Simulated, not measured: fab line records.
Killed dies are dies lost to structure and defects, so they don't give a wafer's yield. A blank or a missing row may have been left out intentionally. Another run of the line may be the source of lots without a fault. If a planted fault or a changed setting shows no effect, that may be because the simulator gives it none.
What tool caused it? || flow gf180mcu || at 1 step of a route of 602, 24 lots with 72 wafers sampled

WHAT EACH GAUGE READ, for each wafer
GF_V1_RS_MEAS_24: measurement is done with a four-point probe.
{"lot": "L074", "measured": "day 18 04:08", "on": "filmMetro-01", "V1_W_RS (ohm/sq)": "0.315 0.318 0.328"}
{"lot": "L075", "measured": "day 18 16:40", "on": "filmMetro-01", "V1_W_RS (ohm/sq)": "0.331 0.322 0.319"}
{"lot": "L076", "measured": "day 19 03:13", "on": "filmMetro-01", "V1_W_RS (ohm/sq)": "0.322 0.319 0.326"}
{"lot": "L077", "measured": "day 19 07:54", "on": "filmMetro-03", "V1_W_RS (ohm/sq)": "0.324 0.326 0.326"}
{"lot": "L078", "measured": "day 19 14:35", "on": "filmMetro-01", "V1_W_RS (ohm/sq)": "0.320 0.332 0.316"}
{"lot": "L079", "measured": "day 20 00:50", "on": "filmMetro-04", "V1_W_RS (ohm/sq)": "0.328 0.330 0.327"}
{"lot": "L080", "measured": "day 20 11:55", "on": "filmMetro-03", "V1_W_RS (ohm/sq)": "0.322 0.329 0.321"}
{"lot": "L081", "measured": "day 20 15:55", "on": "filmMetro-01", "V1_W_RS (ohm/sq)": "0.326 0.328 0.326"}
{"lot": "L082", "measured": "day 21 06:23", "on": "filmMetro-01", "V1_W_RS (ohm/sq)": "0.328 0.323 0.327"}
{"lot": "L083", "measured": "day 21 13:24", "on": "filmMetro-04", "V1_W_RS (ohm/sq)": "0.319 0.316 0.321"}
{"lot": "L084", "measured": "day 22 00:55", "on": "filmMetro-03", "V1_W_RS (ohm/sq)": "0.321 0.331 0.334"}
{"lot": "L085", "measured": "day 22 07:20", "on": "filmMetro-03", "V1_W_RS (ohm/sq)": "0.320 0.321 0.327"}
{"lot": "L086", "measured": "day 22 22:35", "on": "filmMetro-04", "V1_W_RS (ohm/sq)": "0.327 0.321 0.327"}
{"lot": "L087", "measured": "day 23 01:51", "on": "filmMetro-03", "V1_W_RS (ohm/sq)": "0.326 0.325 0.324"}
{"lot": "L088", "measured": "day 23 09:04", "on": "filmMetro-04", "V1_W_RS (ohm/sq)": "0.323 0.321 0.328"}
{"lot": "L089", "measured": "day 23 18:20", "on": "filmMetro-01", "V1_W_RS (ohm/sq)": "0.329 0.322 0.324"}
{"lot": "L090", "measured": "day 24 00:50", "on": "filmMetro-01", "V1_W_RS (ohm/sq)": "0.319 0.324 0.325"}
{"lot": "L091", "measured": "day 24 09:41", "on": "filmMetro-03", "V1_W_RS (ohm/sq)": "0.321 0.323 0.320"}
{"lot": "L092", "measured": "day 24 16:26", "on": "filmMetro-03", "V1_W_RS (ohm/sq)": "0.326 0.322 0.324"}
{"lot": "L093", "measured": "day 25 02:36", "on": "filmMetro-03", "V1_W_RS (ohm/sq)": "0.319 0.329 0.330"}
{"lot": "L094", "measured": "day 25 10:06", "on": "filmMetro-04", "V1_W_RS (ohm/sq)": "0.322 0.331 0.326"}
{"lot": "L095", "measured": "day 25 17:46", "on": "filmMetro-03", "V1_W_RS (ohm/sq)": "0.324 0.334 0.328"}
{"lot": "L096", "measured": "day 25 20:20", "on": "filmMetro-01", "V1_W_RS (ohm/sq)": "0.328 0.324 0.331"}
{"lot": "L097", "measured": "day 26 04:20", "on": "filmMetro-01", "V1_W_RS (ohm/sq)": "0.323 0.325 0.317"}

EACH LOT AND THE TOOL THAT RAN IT (in order: tool; ch and the chambers of the sampled wafers; start)
The record holds no process step before these readings.

WHAT THE TOOLS THEMSELVES READ (means of the sampled wafers that have a number; where no wafer has one, the mark that the record gives instead)
The record holds no such reading with a usual standard deviation.

THE ANSWER, worked out from the rows above alone
Rule: the lots themselves supply what counts as usual. Put in order of their means at a reading, lots are off if they are a third of the lots or fewer, leave a main group of 4 or more, and stand apart from it by a gap of 3 or more times the standard deviation of the main group's means; of several such gaps the widest counts. If all means in a main group match to the digits the tables above print for the reading, that group is not used. Also off: a lot with no number at a reading for which 4 or more lots have one. The other lots that the step has rows for count as sound. The gauges are gone through in route order, then the tools' own readings, and for those a lot's mean is taken as printed above. At the first step where some lot is off, the reading lying furthest off is the one used; lots without a number count as furthest.
Nothing can be told from this: no lot is off at any reading shown.

WHAT HAD BEEN PUT IN BY THE SIMULATOR
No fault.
